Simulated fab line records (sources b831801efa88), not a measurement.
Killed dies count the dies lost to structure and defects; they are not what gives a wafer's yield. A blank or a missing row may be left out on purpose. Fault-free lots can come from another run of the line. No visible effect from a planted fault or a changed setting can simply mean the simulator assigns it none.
fab line records    flow sky130
[record] lots = 6  wafers = 18  last_day = 50
route steps=708 shown LDD_HVP@281 LDD_LDN@289 PAD_OPEN@708
lots that met no fault: from a run of the same line without faults
start_h: hours from the record's opening day to when the first of the lot's shown wafers began    wait_h: hours elapsed since this lot's preceding step    " as in the row above    L1.1+2: a single row standing in for several wafers    - value missing, or start not given    * or withheld: withheld    < > ~ a bound
route shown NAME@n: names a module that has steps shown in the file, with the first one's number in the route    usual: mean and standard deviation over wafers with no fault    same: alike in all rows    chamber/n: place in a boat    sites: readings site by site    _std_site: the values' standard deviation    _edge_site: outer sites' mean less inner sites'    radius_mm: for every site, how far away it sits from the centre of the wafer    mask NAME#n: copy n    behind: the tool/chamber that last shaped the wafer    hold: what put the lot on hold/how long, in hours/how the hold closed    device: whichever transistor did not switch (one of n, p or np)    end of line: the route-end tests of the same wafers    where a step has no rows: the recipe by itself    killed: dies that structure and defects cost at the first sort, which is not the same as the wafer's yield    map: per-die view of a wafer (x killed, . not killed, _ where there is no die)
set.NAME: the setting the step ran with; set.NAME@STEP: the setting that earlier step ran with    model.NAME: the simulator's own value behind a step, which no gauge read
lots at selected steps of the route; one table per step, one row per wafer
services: from which hour (start_h, from the record's first day; less than 0 if before it) a tool's chamber was out of use, for how many hours, and why
[[steps]]
[step SKY_LDD_HVP_SOFTBAKE_03]
[recipe] temp_c = 90  time_s = 60  resist = NOVOLAK
[step SKY_LDD_HVP_EXPOSE_04]
[recipe] mask_id = HVPTM  na = 0.6  source_shape = conventional  sigma_outer = 0.6  polarization = unpolarized  target_cd_nm = 700  dose_mj = 86
[step SKY_LDD_HVP_PEB_05]
[recipe] temp_c = withheld  time_s = *  resist = NOVOLAK
[step SKY_LDD_HVP_DEVELOP_06]
[recipe] resist = NOVOLAK  developer = TMAH  develop_time_s = 60  dev_temp_c = 23
[step SKY_LDD_HVP_OVL_MEAS_07]
[usual] LDD_HVP_OVL = 0.3/1.4
lot.wafer  tool        chamber  start_h  wait_h  LDD_HVP_OVL[nm]
L287.1     overlay-01  -        535.58   0.1     -0.8
L287.3     "           -        "        "       -2.7
L287.6     "           -        "        "       -2.0
L291.1     overlay-01  -        569.15   0.1     1.3
L291.3     "           -        "        "       2.3
L291.5     "           -        "        "       -0.4
L293.1     overlay-02  -        577.65   0.1     0.8
L293.2     "           -        "        "       1.6
L293.4     "           -        "        "       -0.4
L298.3     overlay-01  -        623.61   0.1     0.1
L298.4     "           -        "        "       0.8
L298.5     "           -        "        "       -0.5
L305.1     overlay-01  -        669.05   0.1     -0.5
L305.3     "           -        "        "       -0.3
L305.4     "           -        "        "       -0.7
L306.3     overlay-02  -        679.61   0.1     0.3
L306.4     "           -        "        "       -2.4
L306.5     "           -        "        "       -1.2
[step SKY_LDD_HVP_IMPLANT_08]
[recipe] species = B  energy_kev = 20  dose_cm2 = 1.7e+13  tilt_deg = 17.9
[step SKY_LDD_HVP_STRIP_09]
[recipe] chemistry = O2/N2  power_w = 1400  pressure_mtorr = 1500  platen_temp_c = withheld  o2_flow_sccm = 3000  n2_flow_sccm = 300  overash_fraction = 0.5
[usual] drypump_motor_current_A = 5.3/0.34  oes_product_au = 0.409/0.0046  strip_time_to_endpoint_s = 4.138/0.013
lot.wafer  tool             chamber  start_h  wait_h  drypump_motor_current_A  oes_product_au  rf_hours_counter_h  strip_time_to_endpoint_s
L287.1     plasma_asher-04  0        535.77   0.1     5.1                      0.423           85                  4.091
L287.3     "                1        "        "       5.4                      0.409           -                   4.120
L287.6     "                0        "        "       5.1                      0.410           -                   4.126
L291.1     plasma_asher-01  1        569.34   0.1     4.9                      0.405           76                  4.145
L291.3     "                0        "        "       5.4                      0.408           -                   4.151
L291.5     "                0        "        "       5.4                      0.411           -                   4.155
L293.1     plasma_asher-02  1        577.84   0.1     5.4                      0.412           15                  4.149
L293.2     "                0        "        "       6.0                      0.407           15                  4.150
L293.4     "                0        "        "       6.0                      0.412           -                   4.159
L298.3     plasma_asher-01  0        623.82   0.1     5.4                      0.404           -                   4.115
L298.4     "                1        "        "       4.9                      0.405           -                   4.107
L298.5     "                1        "        "       4.9                      0.408           -                   4.128
L305.1     plasma_asher-04  1        669.24   0.1     5.4                      0.406           98                  4.154
L305.3     "                1        "        "       5.4                      0.407           -                   4.152
L305.4     "                0        "        "       5.1                      0.404           -                   4.141
L306.3     plasma_asher-02  1        679.82   0.1     5.4                      0.412           -                   4.157
L306.4     "                0        "        "       6.0                      0.416           -                   4.141
L306.5     "                0        "        "       6.0                      0.406           -                   4.150
[step SKY_LDD_HVP_TW_MEAS_10]
[usual] LDD_HVP_TW = 458/4.2
lot.wafer  tool           chamber  start_h  wait_h  LDD_HVP_TW
L287.1     film_metro-03  -        535.87   0.1     452
L287.3     "              -        "        "       451
L287.6     "              -        "        "       450
L291.1     film_metro-03  -        569.44   0.1     452
L291.3     "              -        "        "       455
L291.5     "              -        "        "       452
L293.1     film_metro-02  -        577.94   0.1     465
L293.2     "              -        "        "       465
L293.4     "              -        "        "       463
L298.3     film_metro-02  -        623.91   0.1     462
L298.4     "              -        "        "       463
L298.5     "              -        "        "       461
L305.1     film_metro-01  -        669.34   0.1     455
L305.3     "              -        "        "       457
L305.4     "              -        "        "       458
L306.3     film_metro-03  -        679.91   0.1     450
L306.4     "              -        "        "       450
L306.5     "              -        "        "       449
[step SKY_LDD_LDN_DEHYDRATE_00]
[recipe] temp_c = 200  time_s = 60
[step SKY_LDD_LDN_HMDS_01]
[recipe] prime_time_s = 60  prime_temp_c = 120
[step SKY_LDD_LDN_COAT_02]
[recipe] resist = NOVOLAK  spin_rpm = 3000  resist_thk_nm = 1140
[step SKY_LDD_LDN_SOFTBAKE_03]
[recipe] temp_c = 90  time_s = 60  resist = NOVOLAK
[step SKY_LDD_LDN_EXPOSE_04]
[recipe] mask_id = LDNTM  na = 0.6  source_shape = conventional  sigma_outer = 0.6  polarization = unpolarized  target_cd_nm = 700  dose_mj = 140
[usual] focus_offset_nm = -0.1/0.46  stage_vel_mm_s = 499.99/0.25
lot.wafer  tool              chamber  start_h  wait_h  mask     focus_offset_nm  stage_vel_mm_s  model.LDD_LDN.overlay_x_nm
L287.1     iline_stepper-01  0        551.17   -       LDNTM#0  0.3              499.53          0.323
L287.3     "                 0        "        "       LDNTM#0  0.9              499.81          0.323
L287.6     "                 0        "        "       LDNTM#0  -0.1             500.14          0.323
L291.1     iline_stepper-01  0        584.04   -       LDNTM#0  0.1              499.84          -0.3662
L291.3     "                 0        "        "       LDNTM#0  0.3              499.92          -0.3662
L291.5     "                 0        "        "       LDNTM#0  -0.1             500.23          -0.3662
L293.1     iline_stepper-02  0        593.15   -       LDNTM#0  0.1              500.40          0.1333
L293.2     "                 0        "        "       LDNTM#0  0.6              500.48          0.1333
L293.4     "                 0        "        "       LDNTM#0  -0.1             500.35          0.1333
L298.3     iline_stepper-02  0        638.59   -       LDNTM#0  0.4              499.63          1.389
L298.4     "                 0        "        "       LDNTM#0  0.3              499.75          1.389
L298.5     "                 0        "        "       LDNTM#0  0.2              499.75          1.389
L305.1     iline_stepper-01  0        684.18   -       LDNTM#0  0.6              500.06          77.31
L305.3     "                 0        "        "       LDNTM#0  -0.2             500.04          77.31
L305.4     "                 0        "        "       LDNTM#0  0.2              499.61          77.31
L306.3     iline_stepper-01  0        693.49   -       LDNTM#0  0.3              499.63          76.36
L306.4     "                 0        "        "       LDNTM#0  -0.8             499.86          76.36
L306.5     "                 0        "        "       LDNTM#0  -1.2             499.53          76.36
[step SKY_LDD_LDN_PEB_05]
[recipe] temp_c = withheld  time_s = *  resist = NOVOLAK
[step SKY_LDD_LDN_DEVELOP_06]
[recipe] resist = NOVOLAK  developer = TMAH  develop_time_s = 60  dev_temp_c = 23
[step SKY_LDD_LDN_OVL_MEAS_07]
[usual] LDD_LDN_OVL = 0.0/1.4
lot.wafer  tool        chamber  start_h  wait_h  LDD_LDN_OVL[nm]
L287.1     overlay-01  -        565.68   0.1     -0.4
L287.3     "           -        "        "       0.7
L287.6     "           -        "        "       0.6
L291.1     overlay-01  -        599.25   0.1     0.1
L291.3     "           -        "        "       -1.3
L291.5     "           -        "        "       0.1
L293.1     overlay-02  -        607.15   0.1     -0.1
L293.2     "           -        "        "       -0.8
L293.4     "           -        "        "       -0.8
L298.3     overlay-02  -        652.59   0.1     1.3
L298.4     "           -        "        "       0.1
L298.5     "           -        "        "       1.5
L305.1     overlay-01  -        697.46   0.1     78.2
L305.3     "           -        "        "       78.8
L305.4     "           -        "        "       79.1
L306.3     overlay-01  -        707.74   0.1     76.6
L306.4     "           -        "        "       77.0
L306.5     "           -        "        "       76.6
[step SKY_LDD_LDN_IMPLANT_08]
[recipe] species = As  energy_kev = 15  dose_cm2 = 1.25e+13  tilt_deg = withheld  rotation_deg = 23
[step SKY_PAD_OPEN_PROBE_99]
[usual] killed_at_M0_to_M3 = 43/6.9  killed_at_M4_up = 3.1/1.8  killed_at_contacts = 24/5.1  killed_at_front_end = 15/4.8  killed_at_other = 0.3/0.48  killed_dies = 86/8.9  killed_on_rim = 18/3.8  killed_open = 47/6.8  killed_short = 39/6.3
[same] gross_dies = 492  killed_at_back_side = 0
lot.wafer  tool       chamber  start_h  wait_h  killed_at_M0_to_M3  killed_at_M4_up  killed_at_contacts  killed_at_front_end  killed_at_other  killed_dies  killed_on_rim  killed_open  killed_short
L287.1     prober-01  -        1103.09  0.1     38                  1                23                  20                   0                82           20             53           29
L287.3     prober-01  -        1103.19  0.2     39                  4                21                  11                   0                75           14             36           39
L287.6     prober-01  -        1103.34  0.2     37                  4                17                  21                   0                79           14             44           35
L291.1     prober-01  -        1126.28  0.1     53                  3                24                  21                   0                101          19             55           46
L291.3     prober-01  -        1126.38  0.2     40                  2                28                  12                   0                82           20             41           41
L291.5     prober-01  -        1126.48  0.2     25                  3                25                  15                   1                69           17             40           29
L293.1     prober-01  -        1128.22  0.1     29                  2                23                  20                   0                74           12             36           38
L293.2     prober-01  -        1128.27  0.1     46                  7                15                  19                   0                87           22             44           43
L293.4     prober-01  -        1128.37  0.2     43                  2                22                  15                   0                82           14             44           38
L298.3     prober-01  -        1163.85  0.2     48                  4                20                  10                   0                82           18             41           41
L298.4     prober-01  -        1163.90  0.2     40                  5                32                  14                   0                91           14             57           33
L298.5     prober-01  -        1163.95  0.2     32                  1                25                  27                   0                85           22             51           33
L305.1     prober-01  -        1189.33  0.1     42                  3                24                  14                   0                83           17             39           44
L305.3     prober-01  -        1189.43  0.2     43                  4                24                  17                   0                88           16             50           38
L305.4     prober-01  -        1189.48  0.2     37                  4                22                  14                   0                77           11             43           34
L306.3     prober-02  -        1192.12  0.2     49                  2                32                  19                   0                102          18             59           43
L306.4     prober-02  -        1192.17  0.2     32                  3                29                  13                   0                77           9              43           34
L306.5     prober-02  -        1192.22  0.2     55                  2                27                  12                   0                96           13             53           43
// killed by level:class
L287.1 CONTACT:geometric_particle:open=12 VIA1:geometric_particle:open=12 POLY_GATE:geometric_particle:short=7 VIA3:geometric_particle:open=7 POLY_GATE:geometric_particle:open=4 LI_CONTACT:geometric_particle:open=4 METAL1:geometric_particle:short=4 FIELD_ISO:geometric_particle:open=3
L287.3 VIA1:geometric_particle:open=9 LOCAL_INTERCONNECT:geometric_particle:short=7 LI_CONTACT:geometric_particle:open=7 METAL2:geometric_particle:short=7 METAL3:geometric_particle:short=6 CONTACT:geometric_particle:open=5 METAL1:geometric_particle:short=4 FIELD_ISO:geometric_particle:open=3
L287.6 LI_CONTACT:geometric_particle:open=9 VIA1:geometric_particle:open=6 METAL2:geometric_particle:short=6 VIA3:geometric_particle:open=6 METAL3:geometric_particle:short=5 VIA2:geometric_particle:open=5 FIELD_ISO:geometric_particle:short=4 METAL4:geometric_particle:short=4
L291.1 VIA3:geometric_particle:open=13 VIA2:geometric_particle:open=10 FIELD_ISO:geometric_particle:short=7 LOCAL_INTERCONNECT:geometric_particle:short=7 LI_CONTACT:geometric_particle:open=7 VIA1:geometric_particle:open=7 FIELD_ISO:geometric_particle:open=6 METAL1:geometric_particle:short=6
L291.3 CONTACT:geometric_particle:open=10 VIA1:geometric_particle:open=9 METAL3:geometric_particle:short=7 LI_CONTACT:geometric_particle:open=6 CONTACT:geometric_particle:short=6 VIA2:geometric_particle:open=6 VIA1:geometric_particle:short=4 FIELD_ISO:geometric_particle:open=3
L291.5 CONTACT:geometric_particle:open=15 METAL2:geometric_particle:short=8 LI_CONTACT:geometric_particle:open=7 FIELD_ISO:geometric_particle:open=4 POLY_GATE:geometric_particle:short=4 VIA1:geometric_particle:open=4 METAL1:geometric_particle:short=4 VIA2:geometric_particle:open=4
L293.1 VIA1:geometric_particle:open=8 CONTACT:geometric_particle:open=7 LI_CONTACT:geometric_particle:open=6 FIELD_ISO:geometric_particle:open=5 POLY_GATE:geometric_particle:short=5 CONTACT:geometric_particle:short=5 FIELD_ISO:geometric_particle:short=4 POLY_GATE:geometric_particle:open=4
L293.2 VIA3:geometric_particle:open=9 CONTACT:geometric_particle:open=7 FIELD_ISO:geometric_particle:open=6 VIA1:geometric_particle:short=6 METAL2:geometric_particle:short=6 VIA1:geometric_particle:open=6 POLY_GATE:geometric_particle:short=4 METAL1:geometric_particle:short=4
L293.4 VIA1:geometric_particle:open=10 LI_CONTACT:geometric_particle:open=9 VIA3:geometric_particle:open=9 FIELD_ISO:geometric_particle:short=5 FIELD_ISO:geometric_particle:open=4 LI_CONTACT:geometric_particle:short=4 METAL2:geometric_particle:short=4 CONTACT:geometric_particle:open=4
L298.3 METAL2:geometric_particle:short=12 VIA3:geometric_particle:open=9 VIA1:geometric_particle:open=8 CONTACT:geometric_particle:open=6 LI_CONTACT:geometric_particle:open=6 CONTACT:geometric_particle:short=5 VIA1:geometric_particle:short=5 FIELD_ISO:geometric_particle:open=4
L298.4 CONTACT:geometric_particle:open=17 VIA3:geometric_particle:open=7 LI_CONTACT:geometric_particle:open=7 VIA1:geometric_particle:open=6 METAL2:geometric_particle:short=6 FIELD_ISO:geometric_particle:short=4 FIELD_ISO:geometric_particle:open=4 VIA2:geometric_particle:open=4
L298.5 FIELD_ISO:geometric_particle:short=11 CONTACT:geometric_particle:open=11 VIA2:geometric_particle:open=7 VIA1:geometric_particle:open=6 VIA3:geometric_particle:open=6 POLY_GATE:geometric_particle:open=5 CONTACT:geometric_particle:short=5 LI_CONTACT:geometric_particle:open=5
L305.1 FIELD_ISO:geometric_particle:short=7 LI_CONTACT:geometric_particle:open=7 VIA3:geometric_particle:open=7 CONTACT:geometric_particle:open=7 VIA1:geometric_particle:open=6 VIA2:geometric_particle:short=6 METAL1:geometric_particle:short=5 FIELD_ISO:geometric_particle:open=4
L305.3 VIA1:geometric_particle:open=12 CONTACT:geometric_particle:open=9 METAL2:geometric_particle:short=7 VIA2:geometric_particle:open=6 FIELD_ISO:geometric_particle:open=5 VIA1:geometric_particle:short=5 LOCAL_INTERCONNECT:geometric_particle:short=4 CONTACT:geometric_particle:short=4
L305.4 CONTACT:geometric_particle:open=9 VIA1:geometric_particle:open=9 LI_CONTACT:geometric_particle:open=6 METAL1:geometric_particle:short=6 VIA1:geometric_particle:short=6 FIELD_ISO:geometric_particle:open=5 METAL2:geometric_particle:short=4 POLY_GATE:geometric_particle:open=3
L306.3 VIA1:geometric_particle:open=17 LI_CONTACT:geometric_particle:open=13 VIA3:geometric_particle:open=7 VIA1:geometric_particle:short=6 FIELD_ISO:geometric_particle:open=5 POLY_GATE:geometric_particle:short=5 LOCAL_INTERCONNECT:geometric_particle:short=5 CONTACT:geometric_particle:short=5
L306.4 CONTACT:geometric_particle:open=9 LI_CONTACT:geometric_particle:open=8 VIA2:geometric_particle:open=6 VIA3:geometric_particle:open=6 CONTACT:geometric_particle:short=5 VIA1:geometric_particle:open=5 FIELD_ISO:geometric_particle:short=4 POLY_GATE:geometric_particle:short=3
L306.5 VIA1:geometric_particle:open=15 LI_CONTACT:geometric_particle:open=9 VIA2:geometric_particle:open=8 CONTACT:geometric_particle:open=7 METAL1:geometric_particle:short=7 VIA3:geometric_particle:short=6 FIELD_ISO:geometric_particle:open=5 VIA3:geometric_particle:open=5
[[services]]
tool              chamber  start_h  hours  kind
iline_stepper-01  -        515.34   1.7    pm
iline_stepper-02  0        530.27   -      calibration
plasma_asher-04   -        542.33   2.8    pm
iline_stepper-02  -        553.71   1.7    pm
iline_stepper-02  -        559.40   3.5    repair
plasma_asher-01   -        598.80   4.2    repair
iline_stepper-02  -        615.61   3.6    repair
plasma_asher-01   -        629.78   0.9    repair
iline_stepper-01  0        646.14   -      calibration
plasma_asher-02   -        664.91   2.8    pm
[[key]]
[first_sign] step = SKY_LDD_LDN_OVL_MEAS_07  reading = LDD_LDN_OVL  direction = up  sigmas = 57  usual = 0.0  struck = 77.7
effect none on later readings
[model_effect] step = SKY_LDD_LDN_EXPOSE_04  value = LDD_LDN.overlay_x_nm  without = -0.308  struck = 76.84
met_at SKY_LDD_LDN_EXPOSE_04
struck_wafers L305.1,L305.3,L305.4,L306.3,L306.4,L306.5
tester_left_out L305,L306
onset_between 584.04 684.18
also_fits time
[fault] kind = scanner_matching_overlay  tool = iline_stepper-01  chamber = -  onset_h = 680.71  steps = SKY_LDD_LDN_EXPOSE_04  offset = 77.143
// tester_left_out: of these lots the tester's yield and bins aren't shown, on N5 and GAA mostly nor the transistor test; their killed dies are dies lost to structure and defects alone, not to doping, threshold or leakage, so they don't give the yield
